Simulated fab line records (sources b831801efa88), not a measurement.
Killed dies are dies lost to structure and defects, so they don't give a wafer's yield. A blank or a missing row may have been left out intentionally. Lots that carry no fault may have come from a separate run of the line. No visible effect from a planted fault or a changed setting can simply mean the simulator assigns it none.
What tool caused it? | flow gf180mcu | route of 602 steps, sampled at 1 step: 7 lots, 19 wafers

WHAT THE GAUGES SHOWED, per wafer
GF_STI_CD_MEAS_12 targets a cd of 220 nm.
lot  | measured    | on        | cd_nm (nm)
L207 | day 2 05:52 | cd_sem-01 | 221.6 221.3 220.2
L210 | day 2 21:50 | cd_sem-01 | 219.6 219.0 220.4
L213 | day 3 13:38 | cd_sem-02 | 219.7 218.9 218.9
L216 | day 4 04:56 | cd_sem-01 | 218.4 218.6
L220 | day 5 01:53 | cd_sem-02 | 220.5 219.5
L226 | day 6 12:02 | cd_sem-02 | 221.1 219.8 220.7
L228 | day 6 22:22 | cd_sem-01 | 219.5 220.4 220.6

WHICH TOOL RAN EACH LOT (tool, then ch and the chambers of the sampled wafers, then the start)
There is no process step in the record ahead of these readings.

THE ANSWER, worked out from the rows above alone
Rule: usual is defined by the lots themselves. The widest of any qualifying gaps counts: lots, ordered by their means at a reading, are off when they make up no more than a third of the lots, leave a main group of 4 or more, and stand apart from it by 3 or more times the standard deviation of that group's means. A main group whose means are all the same, to the digits that the tables above print for the reading, isn't used. A lot without any number at a reading at which 4 lots or more have one is off too. The other lots that the step has rows for count as sound.
No lot is off on any of the readings shown, so nothing can be concluded from this.

WHAT THE SIMULATOR PUT IN
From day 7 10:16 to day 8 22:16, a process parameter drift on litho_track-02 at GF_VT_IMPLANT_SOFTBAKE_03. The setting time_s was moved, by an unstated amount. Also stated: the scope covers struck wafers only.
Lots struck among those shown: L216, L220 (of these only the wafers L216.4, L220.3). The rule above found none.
